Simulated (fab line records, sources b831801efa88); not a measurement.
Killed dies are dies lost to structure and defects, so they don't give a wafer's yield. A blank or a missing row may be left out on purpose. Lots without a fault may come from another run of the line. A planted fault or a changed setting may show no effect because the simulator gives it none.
A struck lot beside a sound one | flow gf180mcu | 15 steps out of a route of 602
Sound: wafers L239.2, L239.4, L239.5. Struck: wafer L243.2. (L243.1, L243.5 of the same lot were not struck and are left out.) The cause comes at the end.
At each step with rows: each side's tool, then ch and its chambers, then its first start. Under that, the readings that differ: sound wafers | struck wafers | difference of the means | sigmas: that difference in standard deviations of wafers without a fault.
alike: readings whose means differ by less than 2 such deviations, and words and numbers that are the same on both sides. not compared: withheld readings, readings that some wafer has no value for, bounds like >300 that may hide the same value, and numbers for which the record gives no deviation and whose values overlap.
The two part at a step that has a row with sigmas, a row that says differs or no value, or rows on one side only. Numbers that don't overlap but have no deviation are shown without sigmas and don't part them. A reading that every wafer of one side lacks parts them only if that side has two wafers or more.

GF_TOP_METAL_SPUTTER_04: material TiN, target thk 25 nm, time 20.8 s.
  sound on pvd_sputter-01, day 30 08:26; struck on pvd_sputter-01, day 31 07:55
  alike: throttle_valve_pct
GF_TOP_METAL_RS_MEAS_05: measures by four-point-probe.
  sound on film_metro-01, day 30 08:29; struck on film_metro-02, day 31 07:57
  alike: TOP_METAL_ALCU_RS
GF_TOP_METAL_THK_MEAS_06: measures by xrf.
  sound on film_metro-01, day 30 08:36; struck on film_metro-02, day 31 08:04
  alike: TOP_METAL_ALCU_THK
then, 7 steps without rows for these wafers: GF_TOP_METAL_DEHYDRATE_07 (time 60 s); GF_TOP_METAL_HMDS_08 (prime time 60 s); GF_TOP_METAL_COAT_09 (resist thk 1500 nm); GF_TOP_METAL_SOFTBAKE_10 (time 60 s); GF_TOP_METAL_EXPOSE_11 (exposes mask MetalTop, target cd 440 nm); GF_TOP_METAL_PEB_12; GF_TOP_METAL_DEVELOP_13 (develop time 60 s).
GF_TOP_METAL_CD_MEAS_14: target cd 440 nm.
  sound on cd_sem-02, day 31 02:17; struck on cd_sem-02, day 32 00:46
  alike: cd_nm
GF_TOP_METAL_OVL_MEAS_15:
  sound on overlay-02, day 31 02:23; struck on overlay-02, day 32 00:53
  alike: TOP_METAL_OVL
GF_TOP_METAL_METAL_ETCH_16: etches the open film in Cl2/BCl3, stops on SiO2, target depth 1197 nm, time 199.5 s.
  sound on rie_metal-03 ch 1, day 31 02:25; struck on rie_metal-03 ch 1, day 32 00:55
  reading                                        | sound                | struck | difference | sigmas
  oes_product_au (a.u.)                          | 1.004 0.992 0.991    | 0.889  | -0.107     | -18
  throttle_valve_pct (%)                         | 28.241 28.234 28.226 | 28.348 | +0.114     | +12
  model.NOVOLAK_of_TOP_METAL_COAT_09.thk_nm (nm) | 1017 1020 1014       | 1109   | +92        |
  alike: drypump_motor_current_A
  not compared: rf_hours_counter_h
GF_TOP_METAL_STRIP_17: strips in O2/N2.
  sound on plasma_asher-04 ch 0,1, day 31 02:37; struck on plasma_asher-04 ch 0, day 32 01:07
  reading                      | sound             | struck | difference | sigmas
  oes_product_au (a.u.)        | 0.703 0.710 0.708 | 0.717  | +0.010     | +2
  strip_time_to_endpoint_s (s) | 12.87 12.89 12.83 | 13.92  | +1.06      | +12
  alike: drypump_motor_current_A, heater_power_w, o2_flow_sccm
  not compared: rf_hours_counter_h
then, 1 step without rows for these wafers: GF_TOP_METAL_STRIP_18 (strips in post etch residue remover, time 1200 s).

WHERE THEY PART
First at GF_TOP_METAL_METAL_ETCH_16; last, within this record, at GF_TOP_METAL_STRIP_17.

WHY: what the simulator had put in
Process parameter drift: rie_metal-03, from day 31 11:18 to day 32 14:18, at GF_TOP_METAL_METAL_ETCH_16. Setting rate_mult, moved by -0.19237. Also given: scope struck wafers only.
